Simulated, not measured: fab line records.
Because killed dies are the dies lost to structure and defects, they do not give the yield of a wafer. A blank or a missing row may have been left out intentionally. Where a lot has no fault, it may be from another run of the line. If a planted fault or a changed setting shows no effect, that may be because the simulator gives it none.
Which tool did it? ; flow gf180mcu ; Sampling: 13 lots, 39 wafers, 5 of 602 route steps

## WHAT EACH GAUGE READ, for each wafer
GF_MVSD_OVL_MEAS_07.
lot;measured;on;MVSD_OVL (nm)
L797;day 4 15:55;overlay-02;-0.2 0.1 0.2
L798;day 4 21:24;overlay-01;2.0 1.9 0.1
L799;day 5 04:53;overlay-01;-0.4 0.4 0.4
L808;day 7 10:07;overlay-01;0.3 1.6 0.1
L809;day 7 17:41;overlay-02;0.2 -0.3 0.1
L810;day 7 20:34;overlay-01;1.0 0.5 0.7
L811;day 8 00:33;overlay-02;-1.2 -1.8 -3.6
L813;day 8 12:53;overlay-01;1.1 0.8 0.8
L814;day 8 19:19;overlay-01;0.3 -0.2 -1.3
L815;day 9 05:14;overlay-02;-1.8 0.7 -1.2
L816;day 9 05:32;overlay-01;-3.5 -2.5 -4.4
L818;day 9 17:07;overlay-01;-1.0 -0.3 -1.7
L819;day 10 01:23;overlay-02;-2.9 -2.1 0.2

GF_VT_IMPLANT_TW_MEAS_21.
lot;measured;on;VT_IMPLANT_2_TW
L797;day 6 13:28;film-metro-01;1237 1238 1233
L798;day 6 19:18;film-metro-04;1203 1200 1202
L799;day 7 02:38;film-metro-03;1210 1211 1210
L808;day 9 11:40;film-metro-03;1198 1199 1199
L809;day 9 21:15;film-metro-03;1200 1198 1201
L810;day 10 00:18;film-metro-04;1186 1182 1185
L811;day 10 04:16;film-metro-04;1191 1194 1184
L813;day 10 19:16;film-metro-03;1209 1220 1215
L814;day 11 02:01;film-metro-04;1190 1190 1192
L815;day 11 13:22;film-metro-04;1189 1193 1192
L816;day 11 13:57;film-metro-01;1229 1227 1228
L818;day 12 01:20;film-metro-03;1206 1199 1197
L819;day 12 11:38;film-metro-03;1204 1204 1193

GF_VT_IMPLANT_OVL_MEAS_29.
lot;measured;on;VT_IMPLANT_02_OVL (nm)
L797;day 7 04:22;overlay-02;-1.2 0.4 -0.8
L798;day 7 10:53;overlay-02;0.7 0.5 1.6
L799;day 7 19:11;overlay-02;- - -
L808;day 10 04:37;overlay-01;0.4 -0.7 -0.7
L809;day 10 15:29;overlay-02;0.0 0.3 -0.1
L810;day 10 18:37;overlay-02;-4.6 -2.9 -3.8
L811;day 10 22:29;overlay-02;-1.2 -0.5 -1.5
L813;day 11 13:58;overlay-02;1.1 0.6 2.1
L814;day 11 21:12;overlay-02;-1.1 -0.1 -3.1
L815;day 12 09:04;overlay-02;-0.2 1.1 0.5
L816;day 12 09:13;overlay-01;-1.3 0.5 -0.6
L818;day 12 21:24;overlay-02;-0.5 0.3 -0.7
L819;day 13 07:33;overlay-01;1.7 -0.5 1.3

GF_VT_IMPLANT_TW_MEAS_32.
lot;measured;on;VT_IMPLANT_3_TW
L797;day 7 04:40;film-metro-04;265 264 265
L798;day 7 11:11;film-metro-01;271 273 271
L799;day 7 19:29;film-metro-03;30 30 30
L808;day 10 04:54;film-metro-04;263 264 263
L809;day 10 15:47;film-metro-04;263 263 263
L810;day 10 18:54;film-metro-01;273 272 273
L811;day 10 22:49;film-metro-01;273 271 272
L813;day 11 14:15;film-metro-03;268 269 268
L814;day 11 21:34;film-metro-01;273 275 272
L815;day 12 09:22;film-metro-01;273 276 275
L816;day 12 09:30;film-metro-04;266 267 267
L818;day 12 21:41;film-metro-03;267 267 266
L819;day 13 07:50;film-metro-03;269 269 269

## EACH LOT AND THE TOOL THAT RAN IT (in order: tool; ch and the chambers of the sampled wafers; start)
lot;GF_VT_IMPLANT_EXPOSE_26
L797;iline-stepper-02 ch 0, day 6 21:04
L798;iline-stepper-02 ch 0, day 7 03:01
L799;iline-stepper-01 ch 0, day 7 11:14
L808;iline-stepper-02 ch 0, day 9 20:31
L809;iline-stepper-02 ch 0, day 10 05:34
L810;iline-stepper-01 ch 0, day 10 09:22
L811;iline-stepper-01 ch 0, day 10 13:44
L813;iline-stepper-01 ch 0, day 11 04:18
L814;iline-stepper-02 ch 0, day 11 11:55
L815;iline-stepper-01 ch 0, day 11 23:20
L816;iline-stepper-01 ch 0, day 11 23:47
L818;iline-stepper-01 ch 0, day 12 11:37
L819;iline-stepper-02 ch 0, day 12 21:28
- GF_VT_IMPLANT_EXPOSE_26: exposes mask LVPWELL HV AREA, target cd 860 nm.

## WHAT THE TOOLS THEMSELVES READ (means of the sampled wafers that have a number; where no wafer has one, the mark that the record gives instead)
The record holds no such reading with a usual standard deviation.

## THE ANSWER, worked out from the rows above alone
Rule: what is usual is taken from the lots themselves. The widest of any qualifying gaps counts: lots, ordered by their means at a reading, are off when they make up no more than a third of the lots, leave a main group of 4 or more, and stand apart from it by 3 or more times the standard deviation of that group's means. Not used: any main group whose means are identical at the precision the tables above print for the reading. A lot without any number at a reading at which 4 lots or more have one is off too. The other lots that the step has rows for count as sound. Order of review: gauges by route order, followed by the tools' own readings, for which a lot's mean as printed above is used. The first step at which some lot is off is used, and at that step the reading that is off furthest; a lot without a number counts as furthest.
Off: at GF_VT_IMPLANT_OVL_MEAS_29 (VT_IMPLANT_02_OVL), L799. Without a number there: L799. Main group: mean -0.4 nm, sd 1.3.
A tool fits if, at a process step before that reading, it ran every lot that is off, and no sound lot after the first of them. The gauges at GF_VT_IMPLANT_OVL_MEAS_29 aren't tried: what is off there is off at GF_VT_IMPLANT_TW_MEAS_32 too, on other tools, and a gauge's error can't cause that. None of those tried fits.

## WHAT HAD BEEN PUT IN BY THE SIMULATOR
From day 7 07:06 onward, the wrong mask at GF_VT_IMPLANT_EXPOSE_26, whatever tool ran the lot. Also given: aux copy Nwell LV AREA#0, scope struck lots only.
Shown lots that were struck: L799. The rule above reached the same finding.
